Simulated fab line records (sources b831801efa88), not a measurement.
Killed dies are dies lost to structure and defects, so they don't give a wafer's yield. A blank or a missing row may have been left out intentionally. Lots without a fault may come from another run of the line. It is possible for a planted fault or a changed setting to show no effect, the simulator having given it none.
fab line records    flow sky130
record: lots: 6  wafers: 18  last-day: 49
route steps=708 shown METAL5@675 PASSIVATION@681 PAD_OPEN@694
lots with no fault: from the same line, run without faults
start-h: hours from the record's first day to the start of the lot's first wafer shown    wait-h: time in hours since the lot's previous step    " identical to the entry in the row above    L1.1+2: one row covering several wafers at once    - no value present, or no start provided    * or withheld: withheld    < > ~ a bound
route shown NAME@n: NAME is a module with steps in the file, n the number in the route of the first one    usual: mean and standard deviation over wafers with no fault    same: alike in all rows    chamber/n: place in a boat    sites: the reading at each site    _std_site: how widely they spread, as a standard deviation    _edge_site: inner sites' mean taken away from outer sites' mean    radius-mm: how far each site lies from the wafer's centre    mask NAME#n: copy n    behind: the tool/chamber that last shaped the wafer    hold: why the lot was held/for how many hours/how that ended    device: the transistor (n, p or np) that didn't switch    end of line: tests run on the same wafers once the route is complete    where a step has no rows: the recipe by itself    killed: not the wafer's yield, but the dies lost to structure and defects at the first sort    map: a wafer's dies, x killed, . not, _ none there
set.NAME: the setting the step ran with; set.NAME@STEP: the setting that earlier step ran with    model.NAME: the simulator's own value behind a step, which no gauge read
lots at some steps of the route; a table a step, a row a wafer
services: the hour from which a tool's chamber was out of use, counted from the record's first day as start-h (under 0 if before that day), plus the number of hours and why
== steps ==
step: SKY_METAL5_DESCUM_14
recipe: chemistry: O2  source-power-w: 150  bias-power-w: 0  pressure-mtorr: 10  temp-c: 40  time-s: 11
usual: drypump-motor-current-A: 5.8/0.59  oes-product-au: 1.003/0.013
lot.wafer  tool          chamber  start-h  wait-h  drypump-motor-current-A  oes-product-au  rf-hours-counter-h
L705.2     rie-metal-04  1        1049.42  0.1     6.1                      0.987           20
L705.5     "             1        "        "       6.1                      0.998           -
L705.6     "             0        "        "       5.8                      1.020           -
L708.1     rie-metal-04  0        1089.42  0.1     5.7                      1.023           13
L708.3     "             1        "        "       6.1                      0.988           -
L708.6     "             0        "        "       5.8                      1.017           -
L713.1     rie-metal-03  0        1098.57  0.1     4.7                      1.010           22
L713.3     "             1        "        "       6.3                      1.007           -
L713.5     "             0        "        "       4.7                      1.000           -
L715.4     rie-metal-02  1        1100.12  0.1     5.8                      0.989           -
L715.5     "             1        "        "       5.7                      0.997           -
L715.6     "             0        "        "       6.4                      1.002           -
L719.1     rie-metal-03  1        1117.87  0.1     6.3                      0.996           25
L719.5     "             0        "        "       4.7                      1.019           -
L719.6     "             1        "        "       6.2                      0.992           -
L723.3     rie-metal-03  1        1148.03  0.1     6.3                      1.004           -
L723.4     "             0        "        "       4.7                      1.010           -
L723.5     "             1        "        "       6.3                      0.997           -
step: SKY_METAL5_METAL_ETCH_15
recipe: target-depth-a: 12600  stop-on: SiO2  over-etch-frac: 0.2  time-s: 252  chemistry: Cl2/BCl3  resist-sidewall-deg: 86  pressure-mtorr: 10  icp-w: 900  bias-w: 48.5  Cl2_flow_sccm: 60  bcl3-flow-sccm: 30
usual: drypump-motor-current-A: 5.8/0.59  oes-product-au: 0.894/0.0051  throttle-valve-pct: 22.263/0.0089
lot.wafer  tool          chamber  start-h  wait-h  drypump-motor-current-A  oes-product-au  rf-hours-counter-h  throttle-valve-pct
L705.2     rie-metal-04  1        1049.46  0.0     6.1                      0.892           20                  22.273
L705.5     "             1        "        "       6.1                      0.897           -                   22.257
L705.6     "             0        "        "       5.8                      0.897           -                   22.265
L708.1     rie-metal-04  0        1089.46  0.0     5.8                      0.894           13                  22.267
L708.3     "             1        "        "       6.1                      0.893           -                   22.279
L708.6     "             0        "        "       5.8                      0.898           -                   22.269
L713.1     rie-metal-03  0        1098.60  0.0     4.7                      0.895           22                  22.266
L713.3     "             1        "        "       6.3                      0.885           -                   22.258
L713.5     "             0        "        "       4.7                      0.895           -                   22.263
L715.4     rie-metal-02  1        1100.22  0.1     5.7                      0.891           -                   22.268
L715.5     "             1        "        "       5.8                      0.893           -                   22.252
L715.6     "             0        "        "       6.4                      0.894           -                   22.271
L719.1     rie-metal-03  1        1117.90  0.0     6.3                      0.896           25                  22.273
L719.5     "             0        "        "       4.7                      0.895           -                   22.256
L719.6     "             1        "        "       6.3                      0.894           -                   22.264
L723.3     rie-metal-03  1        1148.13  0.1     6.3                      0.884           -                   22.260
L723.4     "             0        "        "       4.7                      0.903           -                   22.264
L723.5     "             1        "        "       6.2                      0.894           -                   22.258
step: SKY_METAL5_STRIP_16
recipe: chemistry: O2/N2  power-w: 1400  pressure-mtorr: 1500  platen-temp-c: withheld  o2-flow-sccm: 3000  n2-flow-sccm: 300  overash-fraction: 0.5
usual: drypump-motor-current-A: 5.8/0.31  n2-flow-sccm: 300.0/0.88  o2-flow-sccm: 3000/10  oes-product-au: 0.711/0.0041  strip-time-to-endpoint-s: 13.05/0.17
lot.wafer  tool             chamber  start-h  wait-h  drypump-motor-current-A  n2-flow-sccm  o2-flow-sccm  oes-product-au  rf-hours-counter-h  strip-time-to-endpoint-s
L705.2     plasma-asher-03  0        1049.69  0.2     5.7                      299.4         2989          0.708           121                 13.27
L705.5     "                1        "        "       5.4                      299.4         2988          0.707           -                   13.25
L705.6     "                0        "        "       5.7                      299.8         3005          0.710           -                   12.83
L708.1     plasma-asher-03  1        1089.69  0.2     5.4                      299.0         2992          0.712           2                   12.84
L708.3     "                1        "        "       5.4                      299.9         3000          0.710           -                   13.19
L708.6     "                1        "        "       5.4                      300.9         3004          0.713           -                   12.83
L713.1     plasma-asher-01  0        1098.84  0.2     6.0                      300.2         2984          0.720           97                  12.90
L713.3     "                1        "        "       6.3                      299.9         3011          0.707           -                   13.19
L713.5     "                1        "        "       6.3                      299.7         3021          0.712           -                   12.88
L715.4     plasma-asher-03  0        1100.41  0.1     5.6                      299.9         3001          0.706           -                   13.24
L715.5     "                0        "        "       5.6                      301.2         3020          0.712           -                   13.22
L715.6     "                1        "        "       5.4                      298.7         2999          0.707           -                   12.95
L719.1     plasma-asher-04  0        1118.14  0.2     5.6                      300.8         3007          0.713           68                  13.00
L719.5     "                0        "        "       5.6                      302.6         3010          0.707           -                   12.86
L719.6     "                1        "        "       6.2                      299.8         2990          0.715           -                   12.98
L723.3     plasma-asher-03  0        1148.32  0.1     5.6                      299.4         3012          0.711           -                   13.00
L723.4     "                1        "        "       5.4                      300.5         2985          0.705           -                   12.86
L723.5     "                0        "        "       5.7                      299.7         3009          0.714           -                   13.01
step: SKY_METAL5_STRIP_17
recipe: chemistry: post-etch-residue-remover  time-s: 1200  temp-c: 72.5
step: SKY_METAL5_CLEAN_18
recipe: chemistry: IPA  time-s: 180  temp-c: 25
step: SKY_METAL5_CLEAN_19
recipe: chemistry: O3/DIW  dry: n2-spin
step: SKY_PASSIVATION_CVD_00
recipe: material: SiO2  target-thk-nm: 90  temp-c: 400  time-s: withheld  rf-w: 600
usual: heater-power-w: 596/78
lot.wafer  tool      chamber  start-h  wait-h  heater-power-w
L705.2     pecvd-02  0        1050.41  0.0     517
L705.5     "         1        "        "       715
L705.6     "         2        "        "       513
L708.1     pecvd-01  0        1090.42  0.0     568
L708.3     "         1        "        "       476
L708.6     "         1        "        "       475
L713.1     pecvd-01  2        1099.44  0.0     622
L713.3     "         1        "        "       477
L713.5     "         1        "        "       514
L715.4     pecvd-03  0        1100.98  0.0     578
L715.5     "         1        "        "       686
L715.6     "         2        "        "       574
L719.1     pecvd-01  2        1118.79  0.0     512
L719.5     "         0        "        "       692
L719.6     "         1        "        "       435
L723.3     pecvd-01  0        1148.88  0.0     624
L723.4     "         0        "        "       623
L723.5     "         1        "        "       477
step: SKY_PASSIVATION_THK_MEAS_01
recipe: reads: SiO2_of_PASSIVATION_CVD_00
usual: PASSIVATION_CVD_00_THK: 89.8/1.3
lot.wafer  tool           chamber  start-h  wait-h  PASSIVATION_CVD_00_THK[nm]
L705.2     film-metro-04  -        1050.44  -       88.7
L705.5     "              -        "        "       90.4
L705.6     "              -        "        "       89.1
L708.1     film-metro-02  -        1090.44  -       91.8
L708.3     "              -        "        "       88.5
L708.6     "              -        "        "       89.9
L713.1     film-metro-02  -        1099.46  -       89.1
L713.3     "              -        "        "       88.0
L713.5     "              -        "        "       90.3
L715.4     film-metro-02  -        1101.02  -       90.3
L715.5     "              -        "        "       91.5
L715.6     "              -        "        "       91.8
L719.1     film-metro-04  -        1118.81  -       89.8
L719.5     "              -        "        "       90.3
L719.6     "              -        "        "       90.2
L723.3     film-metro-02  -        1148.92  -       89.2
L723.4     "              -        "        "       90.9
L723.5     "              -        "        "       89.9
step: SKY_PASSIVATION_CVD_02
recipe: material: Si3N4  target-thk-nm: 540  temp-c: 400  time-s: withheld  rf-w: 450
usual: heater-power-w: 657/81
lot.wafer  tool      chamber  start-h  wait-h  heater-power-w
L705.2     pecvd-03  2        1050.49  0.0     560
L705.5     "         2        "        "       630
L705.6     "         0        "        "       656
L708.1     pecvd-03  1        1090.50  0.1     626
L708.3     "         2        "        "       603
L708.6     "         0        "        "       761
L713.1     pecvd-02  0        1099.52  0.1     603
L713.3     "         1        "        "       721
L713.5     "         0        "        "       631
L715.4     pecvd-01  1        1101.16  0.1     564
L715.5     "         0        "        "       700
L715.6     "         2        "        "       674
L719.1     pecvd-02  0        1118.87  0.1     646
L719.5     "         0        "        "       658
L719.6     "         2        "        "       545
L723.3     pecvd-03  0        1148.96  0.0     726
L723.4     "         0        "        "       729
L723.5     "         2        "        "       636
step: SKY_PASSIVATION_THK_MEAS_03
recipe: reads: Si3N4_of_PASSIVATION_CVD_02
usual: PASSIVATION_CVD_02_THK: 539/7.8
lot.wafer  tool           chamber  start-h  wait-h  PASSIVATION_CVD_02_THK[nm]
L705.2     film-metro-04  -        1050.86  -       536
L705.5     "              -        "        "       548
L705.6     "              -        "        "       546
L708.1     film-metro-02  -        1090.73  -       539
L708.3     "              -        "        "       547
L708.6     "              -        "        "       541
L713.1     film-metro-03  -        1099.74  -       543
L713.3     "              -        "        "       543
L713.5     "              -        "        "       547
L715.4     film-metro-04  -        1101.30  -       536
L715.5     "              -        "        "       537
L715.6     "              -        "        "       535
L719.1     film-metro-04  -        1119.10  -       535
L719.5     "              -        "        "       542
L719.6     "              -        "        "       545
L723.3     film-metro-03  -        1149.21  -       534
L723.4     "              -        "        "       545
L723.5     "              -        "        "       556
step: SKY_PASSIVATION_DEHYDRATE_04
recipe: temp-c: 200  time-s: 60
step: SKY_PASSIVATION_HMDS_05
recipe: prime-time-s: 60  prime-temp-c: 120
step: SKY_PASSIVATION_COAT_06
recipe: spin-rpm: 2000  resist-thk-nm: 3000
usual: exhaust-pa: 44.8/0.86
lot.wafer  tool            chamber  start-h  wait-h  exhaust-pa  model.coat_of_PASSIVATION_COAT_06.thk-nm
L705.2     litho-track-03  0        1061.64  0.1     43.4        3004
L705.5     "               0        "        "       44.5        3012
L705.6     "               0        "        "       44.5        2997
L708.1     litho-track-02  0        1099.47  0.1     43.9        2995
L708.3     "               0        "        "       44.9        2985
L708.6     "               0        "        "       44.5        2990
L713.1     litho-track-02  0        1111.12  0.1     45.2        3001
L713.3     "               0        "        "       46.3        3005
L713.5     "               0        "        "       44.1        2992
L715.4     litho-track-02  0        1111.84  0.1     43.9        2738
L715.5     "               0        "        "       44.1        2747
L715.6     "               0        "        "       45.0        2733
L719.1     litho-track-02  0        1130.07  0.1     45.3        2731
L719.5     "               0        "        "       44.3        2726
L719.6     "               0        "        "       44.6        2736
L723.3     litho-track-01  0        1157.67  0.1     43.7        2996
L723.4     "               0        "        "       44.7        2995
L723.5     "               0        "        "       44.9        3005
step: SKY_PASSIVATION_SOFTBAKE_07
recipe: temp-c: 110  time-s: withheld
step: SKY_PASSIVATION_EXPOSE_08
recipe: mask-id: NSM  target-cd-nm: 3000  na: 0.57  dose-mj: 260
step: SKY_PASSIVATION_PEB_09
recipe: temp-c: 115  time-s: withheld
step: SKY_PASSIVATION_DEVELOP_10
recipe: develop-time-s: 60  dev-temp-c: 23
step: SKY_PASSIVATION_ETCH_11
recipe: chemistry: CF4/O2  target-depth-nm: 725  stop-on: AlCu  source-w: 800  bias-w: 150  pressure-mtorr: 150  cf4-flow-sccm: 80  O2_flow_sccm: 10  time-s: 161.1
usual: drypump-motor-current-A: 5.8/0.32  oes-product-au: 0.976/0.0074  throttle-valve-pct: 5.964/0.0094
lot.wafer  tool         chamber  start-h  wait-h  drypump-motor-current-A  oes-product-au  rf-hours-counter-h  throttle-valve-pct  model.coat_of_PASSIVATION_COAT_06.thk-nm  model.PASSIVATION.cd-nm
L705.2     rie-diel-03  3        1072.22  -       5.4                      0.968           11                  5.968               2521                                      2996
L705.5     "            1        "        "       6.2                      0.989           -                   5.968               2516                                      3002
L705.6     "            0        "        "       5.6                      0.973           -                   5.975               2504                                      3005
L708.1     rie-diel-02  1        1111.37  -       5.5                      0.979           21                  5.955               2500                                      2994
L708.3     "            3        "        "       5.7                      0.974           32                  5.960               2505                                      2988
L708.6     "            2        "        "       6.4                      0.977           -                   5.959               2512                                      2996
L713.1     rie-diel-03  1        1120.17  -       6.2                      0.980           13                  5.958               2503                                      2996
L713.3     "            0        "        "       5.6                      0.981           5                   5.973               2511                                      3006
L713.5     "            3        "        "       5.3                      0.977           -                   5.954               2511                                      2991
L715.4     rie-diel-02  2        1120.72  -       6.4                      0.964           23                  5.955               2260                                      3018
L715.5     "            3        "        "       5.7                      0.971           -                   5.961               2271                                      3012
L715.6     "            2        "        "       6.4                      0.969           -                   5.956               2256                                      3020
L719.1     rie-diel-01  0        1139.57  -       5.6                      0.982           9                   5.954               2235                                      3021
L719.5     "            0        "        "       5.6                      0.983           -                   5.963               2232                                      3015
L719.6     "            1        "        "       5.7                      0.985           -                   5.959               2246                                      2999
L723.3     rie-diel-02  2        1165.82  -       6.4                      0.978           25                  5.972               2511                                      2996
L723.4     "            1        "        "       5.4                      0.984           -                   5.969               2507                                      2988
L723.5     "            0        "        "       5.7                      0.987           -                   5.975               2527                                      2994
step: SKY_PASSIVATION_STRIP_12
recipe: chemistry: O2/N2  power-w: 1400  pressure-mtorr: 1500  platen-temp-c: withheld  overash-fraction: 0.7  o2-flow-sccm: 3000  n2-flow-sccm: 300
usual: drypump-motor-current-A: 5.70/0.21  n2-flow-sccm: 300.2/0.91  o2-flow-sccm: 2999/9  oes-product-au: 0.661/0.0047  strip-time-to-endpoint-s: 31.47/0.14
lot.wafer  tool             chamber  start-h  wait-h  drypump-motor-current-A  n2-flow-sccm  o2-flow-sccm  oes-product-au  rf-hours-counter-h  strip-time-to-endpoint-s
L705.2     plasma-asher-02  1        1072.33  0.1     5.82                     299.6         3003          0.663           33                  31.57
L705.5     "                0        "        "       5.61                     298.6         3004          0.666           -                   31.52
L705.6     "                1        "        "       5.80                     300.3         2999          0.658           -                   31.36
L708.1     plasma-asher-02  0        1111.48  0.1     5.64                     300.7         2990          0.656           37                  31.31
L708.3     "                1        "        "       5.78                     300.8         2990          0.658           -                   31.39
L708.6     "                0        "        "       5.62                     299.7         3010          0.660           -                   31.46
L713.1     plasma-asher-02  1        1120.27  0.1     5.83                     300.1         3002          0.663           38                  31.34
L713.3     "                0        "        "       5.63                     299.6         2998          0.660           -                   31.46
L713.5     "                0        "        "       5.63                     300.0         3001          0.666           -                   31.44
L715.4     plasma-asher-04  1        1120.86  0.1     6.18                     299.5         2985          0.668           -                   28.53
L715.5     "                1        "        "       6.18                     299.4         2994          0.667           -                   28.67
L715.6     "                0        "        "       5.58                     299.2         3016          0.661           -                   28.48
L719.1     plasma-asher-02  1        1139.67  0.1     5.81                     299.8         3001          0.663           40                  28.28
L719.5     "                0        "        "       5.61                     298.6         2984          0.657           -                   28.24
L719.6     "                1        "        "       5.81                     299.7         2991          0.658           -                   28.40
L723.3     plasma-asher-03  0        1165.96  0.1     5.66                     302.3         2996          0.661           -                   31.47
L723.4     "                1        "        "       5.42                     301.2         2991          0.657           -                   31.41
L723.5     "                1        "        "       5.43                     300.6         2986          0.666           -                   31.63
step: SKY_PAD_OPEN_DEHYDRATE_00
recipe: temp-c: 200  time-s: 60
step: SKY_PAD_OPEN_PROBE_99
usual: defect-limited-yield: 83.0/1.8  killed_at_M0_to_M3: 43/7.5  killed_at_M4_up: 3.0/1.6  killed-at-contacts: 23/5.8  killed-at-front-end: 14/4.8  killed-at-other: 0.3/0.52  killed-dies: 84/9.1  killed-open: 47/7.2  killed-short: 37/5.8  sort_bin_3_pad_short: 0.9/0.38  sort_bin_5_function: 10.0/1.5  sort_bin_6_memory: 6.1/1.1  sort-n-pass: 408/9.1  sort-yield-pct: 83.0/1.8
same: gross-dies: 492  killed-at-back-side: 0  sort_bin_4_leakage[%]: 0  sort_bin_8_speed[%]: 0
lot.wafer  tool       chamber  start-h  wait-h  defect-limited-yield[%]  killed_at_M0_to_M3  killed_at_M4_up  killed-at-contacts  killed-at-front-end  killed-at-other  killed-dies  killed-open  killed-short  sort_bin_3_pad_short[%]  sort_bin_5_function[%]  sort_bin_6_memory[%]  sort-n-pass  sort-yield-pct[%]
L705.2     prober-01  -        1096.06  0.1     79.3                     59                  2                24                  17                   0                102          48           54            0.8                      13.4                    6.5                   390          79.3
L705.5     prober-01  -        1096.21  0.2     83.9                     49                  3                18                  9                    0                79           43           36            0.2                      11.2                    4.7                   413          83.9
L705.6     prober-01  -        1096.26  0.2     80.9                     54                  1                19                  19                   1                94           56           38            1.4                      10.2                    7.5                   398          80.9
L708.1     prober-02  -        1134.47  0.1     82.5                     41                  3                26                  14                   2                86           53           33            0.8                      11.4                    5.3                   406          82.5
L708.3     prober-02  -        1134.57  0.2     84.6                     33                  1                28                  14                   0                76           44           32            0.6                      9.6                     5.3                   416          84.6
L708.6     prober-02  -        1134.72  0.2     81.5                     34                  1                36                  20                   0                91           59           32            1.0                      10.2                    7.3                   401          81.5
L713.1     prober-02  -        1143.63  0.1     84.8                     37                  3                18                  17                   0                75           43           32            0.8                      6.9                     7.5                   417          84.8
L713.3     prober-02  -        1143.73  0.2     83.1                     39                  4                25                  15                   0                83           48           35            0.2                      10.8                    5.9                   409          83.1
L713.5     prober-02  -        1143.83  0.2     83.9                     35                  1                26                  16                   1                79           44           35            1.4                      10.2                    4.5                   413          83.9
L723.3     prober-01  -        1184.08  0.2     81.5                     64                  2                15                  10                   0                91           51           40            0.8                      10.6                    7.1                   401          81.5
L723.4     prober-01  -        1184.13  0.2     82.7                     47                  3                20                  15                   0                85           49           36            1.2                      11.2                    4.9                   407          82.7
L723.5     prober-01  -        1184.18  0.2     84.3                     51                  1                13                  12                   0                77           50           27            0.4                      9.1                     6.1                   415          84.3
killed by level:class
L705.2 VIA1:geometric-particle:open=14 METAL1:geometric-particle:short=13 CONTACT:geometric-particle:open=10 VIA1:geometric-particle:short=9 FIELD_ISO:geometric-particle:open=5 METAL2:geometric-particle:short=5 METAL3:geometric-particle:short=5 FIELD_ISO:geometric-particle:short=4
L705.5 METAL1:geometric-particle:short=9 VIA1:geometric-particle:open=9 LI_CONTACT:geometric-particle:open=8 VIA2:geometric-particle:open=8 VIA3:geometric-particle:open=8 CONTACT:geometric-particle:open=5 VIA1:geometric-particle:short=5 FIELD_ISO:geometric-particle:short=4
L705.6 VIA3:geometric-particle:open=9 VIA1:geometric-particle:open=8 METAL2:geometric-particle:short=8 FIELD_ISO:geometric-particle:open=7 LI_CONTACT:geometric-particle:open=7 CONTACT:geometric-particle:open=6 VIA2:geometric-particle:open=6 FIELD_ISO:geometric-particle:short=5
L708.1 CONTACT:geometric-particle:open=14 METAL1:geometric-particle:short=10 VIA1:geometric-particle:open=8 VIA2:geometric-particle:open=6 VIA3:geometric-particle:open=5 CONTACT:geometric-particle:short=4 FIELD_ISO:geometric-particle:open=3 POLY_GATE:geometric-particle:short=3
L708.3 LI_CONTACT:geometric-particle:open=12 VIA1:geometric-particle:open=6 LOCAL_INTERCONNECT:geometric-particle:short=5 METAL1:geometric-particle:short=5 VIA3:geometric-particle:open=5 FIELD_ISO:geometric-particle:open=4 VIA2:geometric-particle:open=4 CONTACT:geometric-particle:open=4
L708.6 CONTACT:geometric-particle:open=13 LI_CONTACT:geometric-particle:open=11 VIA1:geometric-particle:open=8 CONTACT:geometric-particle:short=7 VIA2:geometric-particle:open=6 VIA3:geometric-particle:open=5 FIELD_ISO:geometric-particle:short=4 FIELD_ISO:geometric-particle:open=4
L713.1 VIA1:geometric-particle:open=10 LI_CONTACT:geometric-particle:open=8 POLY_GATE:geometric-particle:open=6 VIA2:geometric-particle:open=5 VIA3:geometric-particle:short=4 VIA1:geometric-particle:short=4 METAL3:geometric-particle:short=4 FIELD_ISO:geometric-particle:open=3
L713.3 VIA3:geometric-particle:open=10 LI_CONTACT:geometric-particle:open=9 VIA1:geometric-particle:open=8 CONTACT:geometric-particle:open=8 FIELD_ISO:geometric-particle:short=6 VIA1:geometric-particle:short=6 FIELD_ISO:geometric-particle:open=4 POLY_GATE:geometric-particle:open=4
L713.5 VIA1:geometric-particle:open=9 CONTACT:geometric-particle:open=7 FIELD_ISO:geometric-particle:open=5 LI_CONTACT:geometric-particle:short=5 CONTACT:geometric-particle:short=5 VIA1:geometric-particle:short=5 POLY_GATE:geometric-particle:open=4 LOCAL_INTERCONNECT:geometric-particle:short=4
L723.3 VIA1:geometric-particle:open=12 VIA2:geometric-particle:open=11 METAL1:geometric-particle:short=10 LI_CONTACT:geometric-particle:open=7 METAL2:geometric-particle:short=7 CONTACT:geometric-particle:open=6 VIA1:geometric-particle:short=6 VIA2:geometric-particle:short=6
L723.4 VIA2:geometric-particle:open=10 VIA1:geometric-particle:open=9 CONTACT:geometric-particle:open=9 VIA3:geometric-particle:open=6 FIELD_ISO:geometric-particle:short=5 VIA2:geometric-particle:short=5 CONTACT:geometric-particle:short=5 FIELD_ISO:geometric-particle:open=4
L723.5 VIA1:geometric-particle:open=16 CONTACT:geometric-particle:open=7 VIA3:geometric-particle:open=7 LI_CONTACT:geometric-particle:open=5 VIA1:geometric-particle:short=5 METAL3:geometric-particle:short=4 METAL1:geometric-particle:short=4 VIA2:geometric-particle:open=4
== services ==
tool             chamber  start-h  hours  kind
pecvd-03         1        1039.01  35.5   repair
plasma-asher-04  -        1043.21  2.4    repair
rie-diel-01      2        1048.47  20.1   repair
rie-diel-01      0        1052.18  5.4    repair
plasma-asher-03  -        1055.25  9.0    pm
plasma-asher-03  0        1055.25  9.0    vent-cycle
plasma-asher-03  1        1055.25  9.0    vent-cycle
plasma-asher-03  -        1064.25  2.8    pm
plasma-asher-03  0        1064.25  -      clean
plasma-asher-03  1        1064.25  -      clean
pecvd-01         0        1064.42  9.0    repair
rie-metal-04     -        1067.15  2.8    pm
rie-diel-02      0        1076.65  5.6    repair
plasma-asher-02  -        1077.83  0.8    repair
rie-diel-02      1        1088.23  5.2    repair
pecvd-03         2        1094.93  5.5    scheduled-down
plasma-asher-01  -        1101.16  17.6   repair
plasma-asher-04  -        1106.51  2.5    repair
rie-diel-03      3        1123.32  1.4    repair
rie-diel-01      1        1129.72  3.3    repair
rie-diel-01      1        1134.55  2.3    repair
rie-metal-02     -        1149.49  0.5    repair
pecvd-02         -        1154.89  0.7    repair
pecvd-03         0        1158.94  5.1    repair
== key ==
first-sign: step: SKY_PASSIVATION_STRIP_12  reading: strip-time-to-endpoint-s  direction: down  sigmas: 21  usual: *  struck: *
effect none on later readings
model-effect: step: SKY_PASSIVATION_COAT_06  value: coat_of_PASSIVATION_COAT_06.thk-nm  without: 2989  struck: 2735
model-effect: step: SKY_PASSIVATION_ETCH_11  value: coat_of_PASSIVATION_COAT_06.thk-nm  without: 2504  struck: 2250
met-at SKY_PASSIVATION_COAT_06
struck-wafers L715.4,L715.5,L715.6,L719.1,L719.5,L719.6
onset-between 1111.12 1111.84
fault: kind: process-parameter-drift  tool: litho-track-02  chamber: -  onset-h: 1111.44  steps: SKY_PASSIVATION_COAT_06  channel: resist-thk-nm  offset: -255  shape: step  end-h: 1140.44  acts-in: these-recipes-only  stated: 3000
